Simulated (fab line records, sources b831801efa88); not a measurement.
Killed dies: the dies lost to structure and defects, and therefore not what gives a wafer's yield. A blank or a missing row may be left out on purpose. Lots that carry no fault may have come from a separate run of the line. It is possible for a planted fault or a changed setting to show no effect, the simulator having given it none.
Which tool did it? + flow sky130 + Sampling: 15 lots, 45 wafers, 4 of 708 route steps

## WHAT EACH GAUGE READ, for each wafer
SKY_SPACER_THK_MEAS_01.
| lot  | measured     | on           | SPACER_CVD_00_THK (nm) |
|------|--------------|--------------|------------------------|
| L449 | day 22 15:07 | filmMetro-03 | 42.8 42.6 43.2         |
| L450 | day 23 13:34 | filmMetro-01 | 43.2 43.0 42.9         |
| L452 | day 23 22:49 | filmMetro-04 | 42.9 43.2 43.0         |
| L454 | day 24 20:47 | filmMetro-01 | 42.9 43.1 43.5         |
| L455 | day 25 02:08 | filmMetro-03 | 43.4 43.1 43.2         |
| L456 | day 25 19:22 | filmMetro-01 | 42.7 43.2 43.2         |
| L458 | day 26 05:48 | filmMetro-03 | 43.4 43.6 42.9         |
| L459 | day 26 14:04 | filmMetro-04 | 43.5 43.3 43.5         |
| L461 | day 27 04:27 | filmMetro-03 | 43.9 43.9 43.9         |
| L460 | day 27 07:14 | filmMetro-01 | 43.8 43.4 43.7         |
| L462 | day 27 18:38 | filmMetro-03 | 43.9 43.5 43.7         |
| L463 | day 28 02:55 | filmMetro-03 | 43.3 43.6 43.3         |
| L467 | day 29 12:58 | filmMetro-04 | 44.0 43.9 43.8         |
| L472 | day 31 11:22 | filmMetro-04 | 43.6 43.2 43.5         |
| L471 | day 31 15:17 | filmMetro-03 | 43.7 43.4 43.7         |

SKY_SD_P_TW_MEAS_11.
| lot  | measured     | on           | SD_P_TW        |
|------|--------------|--------------|----------------|
| L449 | day 25 04:22 | filmMetro-02 | 2866 2845 2851 |
| L450 | day 26 01:46 | filmMetro-04 | 2842 2837 2818 |
| L452 | day 26 11:01 | filmMetro-02 | 2856 2853 2843 |
| L454 | day 27 07:44 | filmMetro-01 | 2890 2895 2893 |
| L455 | day 27 13:29 | filmMetro-01 | 2895 2880 2867 |
| L456 | day 28 05:37 | filmMetro-01 | 2898 2915 2902 |
| L458 | day 28 15:24 | filmMetro-02 | 2852 2853 2862 |
| L459 | day 29 00:22 | filmMetro-01 | 2867 2885 2880 |
| L461 | day 29 13:01 | filmMetro-02 | 2850 2862 2861 |
| L467 | day 31 20:23 | filmMetro-04 | 2825 2825 2843 |
| L472 | day 33 17:44 | filmMetro-02 | 2837 2833 2830 |
| L471 | day 33 20:55 | filmMetro-02 | 2833 2839 2840 |

## EACH LOT AND THE TOOL THAT RAN IT (in order: tool; ch and the chambers of the sampled wafers; start)
| lot  | SKY_POLY_CUT_PEB_06              | SKY_POLY_CUT_ETCH_11              |
|------|----------------------------------|-----------------------------------|
| L449 | lithoTrack-03 ch 0, day 23 21:00 | rieDiel-04 ch 1,2,3, day 23 21:59 |
| L450 | lithoTrack-03 ch 0, day 24 19:00 | rieDiel-02 ch 1,3, day 24 19:41   |
| L452 | lithoTrack-03 ch 0, day 25 04:00 | rieDiel-02 ch 0,1, day 25 05:20   |
| L454 | lithoTrack-03 ch 0, day 26 02:00 | rieDiel-02 ch 0,1,3, day 26 02:44 |
| L455 | lithoTrack-03 ch 0, day 26 07:00 | rieDiel-01 ch 0,1,3, day 26 07:59 |
| L456 | lithoTrack-01 ch 0, day 27 00:00 | rieDiel-04 ch 1,3, day 27 00:51   |
| L458 | lithoTrack-01 ch 0, day 27 09:00 | rieDiel-01 ch 0,3, day 27 10:21   |
| L459 | lithoTrack-03 ch 0, day 27 19:00 | rieDiel-02 ch 0,1,2, day 27 19:38 |
| L461 | lithoTrack-01 ch 0, day 28 08:00 | rieDiel-04 ch 0,1, day 28 09:09   |
| L460 | lithoTrack-01, day 28 11:00      | rieDiel-01 ch 0,1,3, day 28 12:00 |
| L462 | lithoTrack-03, day 28 22:00      | rieDiel-02 ch 1,3, day 28 22:56   |
| L463 | lithoTrack-01, day 29 06:00      | rieDiel-01 ch 0,1,3, day 29 07:06 |
| L467 | lithoTrack-03 ch 0, day 30 16:00 | rieDiel-04 ch 0,2, day 30 16:53   |
| L472 | lithoTrack-01 ch 0, day 32 14:00 | rieDiel-02 ch 0,2,3, day 32 14:45 |
| L471 | lithoTrack-01 ch 0, day 32 17:00 | rieDiel-04 ch 0,2,3, day 32 18:24 |
- SKY_POLY_CUT_PEB_06
- SKY_POLY_CUT_ETCH_11: etches Si3N4 in CF4/CH2F2/Ar, stops on poly-Si, time 42.5 s, target depth 60 nm.

## WHAT THE TOOLS THEMSELVES READ (means of the sampled wafers that have a number; where no wafer has one, the mark that the record gives instead)
SKY_POLY_CUT_PEB_06.
| lot  | tool          | exhaustPa (Pa) |
|------|---------------|----------------|
| L449 | lithoTrack-03 | 45.6           |
| L450 | lithoTrack-03 | 45.8           |
| L452 | lithoTrack-03 | 44.0           |
| L454 | lithoTrack-03 | 45.0           |
| L455 | lithoTrack-03 | 46.0           |
| L456 | lithoTrack-01 | 45.4           |
| L458 | lithoTrack-01 | 44.5           |
| L459 | lithoTrack-03 | 45.2           |
| L461 | lithoTrack-01 | 45.3           |
| L460 | lithoTrack-01 | -              |
| L462 | lithoTrack-03 | -              |
| L463 | lithoTrack-01 | -              |
| L467 | lithoTrack-03 | 44.4           |
| L472 | lithoTrack-01 | 44.0           |
| L471 | lithoTrack-01 | 45.2           |

SKY_POLY_CUT_ETCH_11.
| lot  | tool       | cf4FlowSccm (sccm) | drypumpMotorCurrentA (A) | mfcArSccm (sccm) | oesProductAu (a.u.) | throttleValvePct (%) |
|------|------------|--------------------|--------------------------|------------------|---------------------|----------------------|
| L449 | rieDiel-04 | 40.02              | 6.2                      | 149.8            | 0.826               | 14.995               |
| L450 | rieDiel-02 | 39.82              | 5.8                      | 149.8            | 0.836               | 14.997               |
| L452 | rieDiel-02 | 39.89              | 5.8                      | 149.5            | 0.832               | 14.997               |
| L454 | rieDiel-02 | 40.05              | 5.9                      | 149.6            | 0.821               | 14.990               |
| L455 | rieDiel-01 | 40.17              | 5.4                      | 150.1            | 0.830               | 14.989               |
| L456 | rieDiel-04 | 39.94              | 6.2                      | 150.4            | 0.827               | 14.991               |
| L458 | rieDiel-01 | 39.99              | 5.2                      | 150.1            | 0.827               | 14.990               |
| L459 | rieDiel-02 | 40.03              | 5.8                      | 150.2            | 0.826               | 14.996               |
| L461 | rieDiel-04 | 40.04              | 6.4                      | 150.2            | 0.834               | 15.002               |
| L460 | rieDiel-01 | 40.00              | 5.4                      | 150.1            | 0.827               | 14.994               |
| L462 | rieDiel-02 | 39.92              | 5.9                      | 150.2            | 0.831               | 14.988               |
| L463 | rieDiel-01 | 39.93              | 5.4                      | 149.6            | 0.826               | 14.993               |
| L467 | rieDiel-04 | 40.07              | 6.5                      | 150.0            | 0.826               | 14.997               |
| L472 | rieDiel-02 | 40.03              | 5.9                      | 149.8            | 0.833               | 14.991               |
| L471 | rieDiel-04 | 39.90              | 6.4                      | 149.5            | 0.835               | 14.998               |

## THE ANSWER, worked out from the rows above alone
Rule: the usual values come from the lots themselves. The widest of any qualifying gaps counts: lots, ordered by their means at a reading, are off when they make up no more than a third of the lots, leave a main group of 4 or more, and stand apart from it by 3 or more times the standard deviation of that group's means. Not used: any main group whose means are identical at the precision the tables above print for the reading. Also off: a lot with no number at a reading for which 4 or more lots have one. Where the step has rows for the other lots, those lots are counted as sound. The gauges are gone through in route order, then the tools' own readings, and for those a lot's mean is taken as printed above. The first step at which some lot is off is used, and at that step the reading that is off furthest; a lot without a number counts as furthest.
Off: L460, L462, L463, at SKY_POLY_CUT_PEB_06 (exhaustPa). Without a number there: L460, L462, L463. For the main group the mean is 45.0 Pa and the standard deviation 0.64.
A tool fits if, at that step or a process step before it, it ran every lot that is off, and no sound lot after the first of them. Not one of the candidates tried fits.

## WHAT THE SIMULATOR PUT IN
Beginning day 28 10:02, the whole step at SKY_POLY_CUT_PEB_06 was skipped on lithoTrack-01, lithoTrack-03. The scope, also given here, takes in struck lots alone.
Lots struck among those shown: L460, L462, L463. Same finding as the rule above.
